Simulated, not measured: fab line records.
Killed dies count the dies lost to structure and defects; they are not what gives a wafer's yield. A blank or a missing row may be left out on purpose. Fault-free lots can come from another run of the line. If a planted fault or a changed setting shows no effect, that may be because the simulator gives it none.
Matching of chambers :: flow gf180mcu :: cmp-02 running GF_V5_CMP_26: 4 sister chambers
The step polishes, stops on SiO2, t overpolish 15 s, target thk 0 nm. 21 wafers are shown with their chamber, then 10 later ones without.

== WAFERS, EACH WITH ITS CHAMBER ==
wafer: L989.2
chamber: 2
motorCurrentA (A): 11.4
timeToEndpointS (s): 86.0
overpolishRunS (s): 14.984

wafer: L989.3
chamber: 1
motorCurrentA (A): 10.6
timeToEndpointS (s): 87.7
overpolishRunS (s): 14.995

wafer: L989.6
chamber: 2
motorCurrentA (A): 12.1
timeToEndpointS (s): 86.7
overpolishRunS (s): 15.011

wafer: L990.1
chamber: 0
motorCurrentA (A): 12.4
timeToEndpointS (s): 87.1
overpolishRunS (s): 14.997

wafer: L990.2
chamber: 2
motorCurrentA (A): 12.4
timeToEndpointS (s): 84.9
overpolishRunS (s): 14.995

wafer: L990.3
chamber: 3
motorCurrentA (A): 14.6
timeToEndpointS (s): 88.5
overpolishRunS (s): 15.016

wafer: L994.1
chamber: 2
motorCurrentA (A): 12.2
timeToEndpointS (s): 85.2
overpolishRunS (s): 15.009

wafer: L994.4
chamber: 3
motorCurrentA (A): 14.4
timeToEndpointS (s): 87.5
overpolishRunS (s): 14.997

wafer: L993.4
chamber: 3
motorCurrentA (A): 13.9
timeToEndpointS (s): 87.5
overpolishRunS (s): 15.002

wafer: L996.4
chamber: 1
motorCurrentA (A): 10.3
timeToEndpointS (s): 79.7
overpolishRunS (s): 15.001

wafer: L104.2
chamber: 2
motorCurrentA (A): 12.5
timeToEndpointS (s): 87.7
overpolishRunS (s): 15.001

wafer: L104.3
chamber: 3
motorCurrentA (A): 13.6
timeToEndpointS (s): 89.9
overpolishRunS (s): 15.007

wafer: L104.5
chamber: 0
motorCurrentA (A): 12.6
timeToEndpointS (s): 90.2
overpolishRunS (s): 14.994

wafer: L105.2
chamber: 1
motorCurrentA (A): 10.7
timeToEndpointS (s): 85.9
overpolishRunS (s): 14.996

wafer: L105.4
chamber: 2
motorCurrentA (A): 12.3
timeToEndpointS (s): 86.8
overpolishRunS (s): 14.987

wafer: L105.6
chamber: 0
motorCurrentA (A): 11.9
timeToEndpointS (s): 90.6
overpolishRunS (s): 14.988

wafer: L107.1
chamber: 0
motorCurrentA (A): 12.3
timeToEndpointS (s): 84.0
overpolishRunS (s): 14.999

wafer: L107.4
chamber: 1
motorCurrentA (A): 10.6
timeToEndpointS (s): 83.6
overpolishRunS (s): 15.001

wafer: L107.6
chamber: 2
motorCurrentA (A): 13.1
timeToEndpointS (s): 86.0
overpolishRunS (s): 14.986

wafer: L108.2
chamber: 3
motorCurrentA (A): 13.8
timeToEndpointS (s): 85.5
overpolishRunS (s): 15.010

wafer: L108.3
chamber: 1
motorCurrentA (A): 9.8
timeToEndpointS (s): 79.9
overpolishRunS (s): 14.998

SIGNATURES, as means of the wafers listed above
reading: motorCurrentA
chamber 0: 12.300
chamber 1: 10.400
chamber 2: 12.286
chamber 3: 14.060
scatter within a chamber: 0.424

reading: timeToEndpointS
chamber 0: 87.975
chamber 1: 83.360
chamber 2: 86.186
chamber 3: 87.780
scatter within a chamber: 2.37

reading: overpolishRunS
chamber 0: 14.99450
chamber 1: 14.99820
chamber 2: 14.99614
chamber 3: 15.00640
scatter within a chamber: 0.00789
Rule: a wafer's distance from a chamber is the root of the sum, over the readings, of the square of ((its reading less the chamber's mean) divided by the reading's scatter). The wafer belongs to the nearest chamber; if the next one is less than 2 further off, it can't be placed. How the scatter is found: for the shown wafers, subtract from each reading the mean of its chamber, square and add these, divide the total by (wafers less chambers), then take the root.

== WAFERS WHOSE CHAMBER IS MISSING ==
wafer: L108.5
motorCurrentA (A): 13.6
timeToEndpointS (s): 84.6
overpolishRunS (s): 14.990

wafer: L109.1
motorCurrentA (A): 14.5
timeToEndpointS (s): 85.9
overpolishRunS (s): 14.998

wafer: L109.3
motorCurrentA (A): 10.6
timeToEndpointS (s): 82.8
overpolishRunS (s): 14.993

wafer: L109.5
motorCurrentA (A): 13.5
timeToEndpointS (s): 87.7
overpolishRunS (s): 14.993

wafer: L110.3
motorCurrentA (A): 13.7
timeToEndpointS (s): 84.8
overpolishRunS (s): 14.988

wafer: L110.5
motorCurrentA (A): 13.6
timeToEndpointS (s): 85.7
overpolishRunS (s): 14.995

wafer: L110.6
motorCurrentA (A): 12.5
timeToEndpointS (s): 82.9
overpolishRunS (s): 15.006

wafer: L111.1
motorCurrentA (A): 10.6
timeToEndpointS (s): 82.7
overpolishRunS (s): 14.993

wafer: L111.5
motorCurrentA (A): 14.2
timeToEndpointS (s): 85.0
overpolishRunS (s): 15.001

wafer: L111.6
motorCurrentA (A): 12.6
timeToEndpointS (s): 85.2
overpolishRunS (s): 14.994

== CHAMBER TAKEN BY EACH ==
wafer: L108.5
from the rows above: can't be placed: 3 or 2 or 0
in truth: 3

wafer: L109.1
from the rows above: 3
in truth: 3

wafer: L109.3
from the rows above: 1
in truth: 1

wafer: L109.5
from the rows above: can't be placed: 3 or 0 or 2
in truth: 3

wafer: L110.3
from the rows above: can't be placed: 3 or 2 or 0
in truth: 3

wafer: L110.5
from the rows above: can't be placed: 3 or 2 or 0
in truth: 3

wafer: L110.6
from the rows above: can't be placed: 2 or 0
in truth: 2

wafer: L111.1
from the rows above: 1
in truth: 1

wafer: L111.5
from the rows above: 3
in truth: 3

wafer: L111.6
from the rows above: can't be placed: 2 or 0
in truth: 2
Correctly placed: 4 of 10. Can't be placed from these rows: 6 (the true chamber is among the candidates in 6). Placed wrongly: 0.
